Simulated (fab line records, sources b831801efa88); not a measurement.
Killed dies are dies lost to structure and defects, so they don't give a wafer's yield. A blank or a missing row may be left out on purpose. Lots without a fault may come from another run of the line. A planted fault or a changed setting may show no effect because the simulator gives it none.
One fault seen from 2 desks | flow sky130 | each desk has only its own numbers; what lay behind them comes last

THE TOOL OWNER'S DESK: hdpcvd-01
The tool's own readings at SKY_LI_CONTACT_HDPCVD_00 (deposits PSG, target thk 930 nm, time 155 s): means of the sampled wafers that have a number, for each lot that ran on this tool. A lot is out of limits, marked OUT, if its mean lies more than 4 standard deviations from the usual mean; the brackets give that distance.
Columns: A = run_length_s at SKY_LI_CONTACT_HDPCVD_00, usual 183.2 s
lot  | first seen here | A
L449 | day 29 12:14    | 182.8
L452 | day 30 08:24    | 182.5
L463 | day 34 02:56    | 207.1 (+34) OUT
L464 | day 34 07:03    | 207.6 (+34) OUT
This desk's finding: out of limits on L463, L464; first on L463, day 34 02:56 (run_length_s at SKY_LI_CONTACT_HDPCVD_00). In limits: L449, L452.

THE METROLOGY DESK
What the gauges read, lot by lot, whatever tool the lot ran on: means of the sampled wafers that have a number. A lot is out of limits, marked OUT, if its mean lies more than 4 standard deviations from the usual mean; the brackets give that distance.
Columns: A = SD_N_RS at SKY_SD_N_RS_MEAS_16, usual 68.50 ohm/sq; B = LI_CONTACT_HDPCVD_THK at SKY_LI_CONTACT_THK_MEAS_01, usual 930 nm
lot  | first seen here | A     | B
L448 | day 29 08:29    | 68.57 | 941
L449 | day 29 11:54    | 68.31 | 912
L451 | day 29 23:10    | 68.53 | 929
L452 | day 30 08:01    | 68.63 | 907
L456 | day 31 15:55    | 68.56 | 922
L463 | day 34 02:33    | 68.53 | 1069 (+12) OUT
L464 | day 34 06:43    | 68.38 | 1071 (+12) OUT
L466 | day 34 23:02    | 68.60 | 947
L468 | day 35 06:50    | 68.60 | 937
L470 | day 35 18:04    | 68.51 | 943
L471 | day 36 03:25    | 68.40 | 947
This desk's finding: out of limits on L463, L464; first on L463, day 34 03:02 (LI_CONTACT_HDPCVD_THK at SKY_LI_CONTACT_THK_MEAS_01). In limits: L448, L449, L451, L452, L456, L466, L468, L470, L471.

PUT TOGETHER
The tool owner's desk could have raised an alarm at day 34 02:56, on L463, L464.
The metrology desk could have raised an alarm at day 34 03:02, on L463, L464.
Of the lots named, all ran SKY_LI_CONTACT_HDPCVD_00 on hdpcvd-01.

WHAT THE SIMULATOR HAD PUT IN
Process parameter drift: hdpcvd-01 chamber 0, from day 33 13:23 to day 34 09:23, at SKY_LI_CONTACT_HDPCVD_00. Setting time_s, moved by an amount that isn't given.
Lots struck among those shown: L463, L464.
Hours from the fault's start to each desk's first reading out of limits: the tool owner's desk, 14; the metrology desk, 14.
